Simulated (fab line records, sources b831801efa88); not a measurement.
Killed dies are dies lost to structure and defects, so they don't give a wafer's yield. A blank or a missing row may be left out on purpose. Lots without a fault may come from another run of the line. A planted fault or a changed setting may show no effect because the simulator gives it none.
Which tool did it? | flow sky130 | 11 lots, 33 wafers sampled, at 6 steps of a route of 708

WHAT THE GAUGES READ, wafer by wafer
SKY_SD_N_RS_MEAS_16: measures by four-point-probe.
lot  | measured     | on            | SD_N_RS (ohm/sq)
L209 | day 28 18:49 | film_metro-02 | 68.69 68.55 68.67
L213 | day 29 21:46 | film_metro-02 | 68.75 68.68 68.73
L214 | day 29 23:36 | film_metro-02 | 68.78 68.60 68.76
L215 | day 30 10:31 | film_metro-03 | 68.57 68.42 68.64
L216 | day 30 15:16 | film_metro-02 | 68.68 68.63 68.76
L217 | day 31 04:33 | film_metro-02 | 68.79 68.84 68.78
L218 | day 31 09:55 | film_metro-02 | 68.63 68.38 68.65
L224 | day 33 02:12 | film_metro-01 | 72.01 72.00 72.14
L225 | day 33 16:42 | film_metro-02 | 72.09 72.00 72.18
L229 | day 34 12:44 | film_metro-02 | 68.75 68.66 68.78
L231 | day 35 07:42 | film_metro-02 | 68.69 68.57 68.71

SKY_SD_N_RS_MEAS_17: measures by four-point-probe.
lot  | measured     | on            | SD_P_RS (ohm/sq)
L209 | day 28 18:56 | film_metro-02 | 147.2 146.8 147.1
L213 | day 29 21:53 | film_metro-02 | 148.0 148.1 147.9
L214 | day 29 23:43 | film_metro-02 | 147.3 147.1 147.1
L215 | day 30 10:38 | film_metro-03 | 147.1 147.1 146.9
L216 | day 30 15:23 | film_metro-02 | 147.3 146.7 147.4
L217 | day 31 04:40 | film_metro-02 | 147.3 147.7 147.7
L218 | day 31 10:02 | film_metro-02 | 147.1 146.7 146.8
L224 | day 33 02:19 | film_metro-01 | 167.5 167.3 167.2
L225 | day 33 16:49 | film_metro-02 | 166.9 166.8 167.4
L229 | day 34 12:52 | film_metro-02 | 147.3 146.9 147.4
L231 | day 35 07:49 | film_metro-02 | 147.3 146.7 147.1

SKY_SD_N_RS_MEAS_18: measures by four-point-probe.
lot  | measured     | on            | RES_XHIGH_RS (ohm/sq)
L209 | day 28 19:03 | film_metro-02 | 334.8 334.8 334.2
L213 | day 29 22:01 | film_metro-02 | 333.8 334.9 333.3
L214 | day 29 23:50 | film_metro-02 | 334.2 335.0 334.5
L215 | day 30 10:46 | film_metro-03 | 334.6 334.9 333.3
L216 | day 30 15:31 | film_metro-02 | 332.3 331.1 332.3
L217 | day 31 04:47 | film_metro-02 | 333.7 333.8 333.8
L218 | day 31 10:10 | film_metro-02 | 334.2 335.4 334.8
L224 | day 33 02:26 | film_metro-01 | 335.2 334.9 335.8
L225 | day 33 16:56 | film_metro-02 | 335.1 336.4 335.4
L229 | day 34 12:59 | film_metro-02 | 332.7 332.2 332.2
L231 | day 35 07:56 | film_metro-02 | 333.6 334.0 335.3

SKY_LI_CONTACT_THK_MEAS_01.
lot  | measured     | on            | LI_CONTACT_HDPCVD_THK (nm)
L209 | day 28 19:16 | film_metro-02 | 946 914 921
L213 | day 29 22:14 | film_metro-01 | 919 906 912
L214 | day 30 00:05 | film_metro-01 | 937 944 927
L215 | day 30 10:59 | film_metro-03 | 928 942 917
L216 | day 30 15:45 | film_metro-03 | 932 945 936
L217 | day 31 05:02 | film_metro-01 | 940 945 936
L218 | day 31 10:24 | film_metro-03 | 924 930 919
L224 | day 33 02:40 | film_metro-03 | 919 915 941
L225 | day 33 17:11 | film_metro-01 | 905 915 901
L229 | day 34 13:13 | film_metro-01 | 930 931 933
L231 | day 35 08:10 | film_metro-01 | 918 929 912

WHICH TOOL RAN EACH LOT (tool, then ch and the chambers of the sampled wafers, then the start)
lot  | SKY_POLY_CUT_ETCH_10               | SKY_SD_N_RTA_14
L209 | rie_diel-03 ch 0,1, day 25 02:56   | rtp_anneal-01 ch 0, day 28 18:37
L213 | rie_diel-03 ch 1,2,3, day 26 08:22 | rtp_anneal-01 ch 0, day 29 21:35
L214 | rie_diel-02 ch 1,3, day 26 09:55   | rtp_anneal-02 ch 0, day 29 23:26
L215 | rie_diel-01 ch 0,2,3, day 26 21:43 | rtp_anneal-01 ch 0, day 30 10:20
L216 | rie_diel-02 ch 1,3, day 27 01:32   | rtp_anneal-02 ch 0, day 30 15:05
L217 | rie_diel-01 ch 0,3, day 27 15:11   | rtp_anneal-01 ch 0, day 31 04:22
L218 | rie_diel-02 ch 1,2,3, day 27 21:28 | rtp_anneal-02 ch 0, day 31 09:44
L224 | rie_diel-02 ch 1,3, day 29 14:26   | rtp_anneal-02 ch 0, day 33 02:00
L225 | rie_diel-02 ch 0,1, day 30 04:49   | rtp_anneal-02 ch 0, day 33 16:32
L229 | rie_diel-01 ch 0,1,2, day 31 02:07 | rtp_anneal-01 ch 0, day 34 12:33
L231 | rie_diel-01 ch 0,1, day 31 23:26   | rtp_anneal-01 ch 0, day 35 07:28
- SKY_POLY_CUT_ETCH_10: etches BARC in N2/H2, stops on SiO2, time 45.9 s, target depth 60 nm.
- SKY_SD_N_RTA_14: time 2 s.

WHAT THE TOOLS THEMSELVES READ (means of the sampled wafers that have a number; where no wafer has one, the mark that the record gives instead)
SKY_POLY_CUT_ETCH_10.
lot  | tool        | drypump_motor_current_A (A) | oes_product_au (a.u.) | throttle_valve_pct (%)
L209 | rie_diel-03 | 5.2                         | 0.855                 | 13.219
L213 | rie_diel-03 | 5.5                         | 0.857                 | 13.233
L214 | rie_diel-02 | 5.2                         | 0.860                 | 13.235
L215 | rie_diel-01 | 5.9                         | 0.855                 | 13.224
L216 | rie_diel-02 | 5.2                         | 0.853                 | 13.222
L217 | rie_diel-01 | 5.9                         | 0.850                 | 13.220
L218 | rie_diel-02 | 5.3                         | 0.858                 | 13.227
L224 | rie_diel-02 | 5.2                         | 0.859                 | 13.232
L225 | rie_diel-02 | 6.1                         | 0.858                 | 13.217
L229 | rie_diel-01 | 5.9                         | 0.857                 | 13.220
L231 | rie_diel-01 | 6.1                         | 0.855                 | 13.224

SKY_SD_N_RTA_14.
lot  | tool          | chamber_o2_ppm | lamp_power_pct (%) | ramp_down_c_per_s | ramp_up_c_per_s | wafer_temp_C_max
L209 | rtp_anneal-01 | 2.020          | 15.70              | 89.991            | 149.96          | 1078.3
L213 | rtp_anneal-01 | 1.994          | 15.76              | 89.989            | 149.98          | 1076.7
L214 | rtp_anneal-02 | 2.004          | 15.71              | 89.998            | 149.99          | 1079.1
L215 | rtp_anneal-01 | 2.012          | 15.69              | 90.005            | 149.97          | 1077.8
L216 | rtp_anneal-02 | 2.007          | 15.69              | 90.002            | 149.98          | 1079.3
L217 | rtp_anneal-01 | 2.012          | 15.75              | 90.000            | 149.99          | 1079.6
L218 | rtp_anneal-02 | 2.006          | 15.79              | 90.017            | 150.00          | 1077.3
L224 | rtp_anneal-02 | 1.983          | 14.97              | 90.010            | 149.99          | 1078.5
L225 | rtp_anneal-02 | 2.033          | 14.97              | 89.991            | 149.99          | 1078.3
L229 | rtp_anneal-01 | 2.010          | 15.75              | 89.997            | 150.00          | 1076.7
L231 | rtp_anneal-01 | 1.991          | 15.65              | 90.014            | 150.00          | 1078.3

THE ANSWER, worked out from the rows above alone
Rule: what is usual is taken from the lots themselves. Put in order of their means at a reading, lots are off if they are a third of the lots or fewer, leave a main group of 4 or more, and stand apart from it by a gap of 3 or more times the standard deviation of the main group's means; of several such gaps the widest counts. A main group whose means are all the same, to the digits that the tables above print for the reading, isn't used. A lot without any number at a reading at which 4 lots or more have one is off too. The other lots that the step has rows for count as sound. The gauges are gone through in route order, then the tools' own readings, and for those a lot's mean is taken as printed above. The first step at which some lot is off is used, and at that step the reading that is off furthest; a lot without a number counts as furthest.
Off: L224, L225, at SKY_SD_N_RS_MEAS_16 (SD_N_RS). The main group: mean 68.67 ohm/sq, standard deviation 0.08.
A tool fits if, at a process step before that reading, it ran every lot that is off, and no sound lot after the first of them. The gauges at SKY_SD_N_RS_MEAS_16 aren't tried: what is off there is off at SKY_SD_N_RTA_14 too, on other tools, and a gauge's error can't cause that. Can't be told from this: 2 tools fit, rie_diel-02 at SKY_POLY_CUT_ETCH_10, rtp_anneal-02 at SKY_SD_N_RTA_14.

WHAT THE SIMULATOR HAD PUT IN
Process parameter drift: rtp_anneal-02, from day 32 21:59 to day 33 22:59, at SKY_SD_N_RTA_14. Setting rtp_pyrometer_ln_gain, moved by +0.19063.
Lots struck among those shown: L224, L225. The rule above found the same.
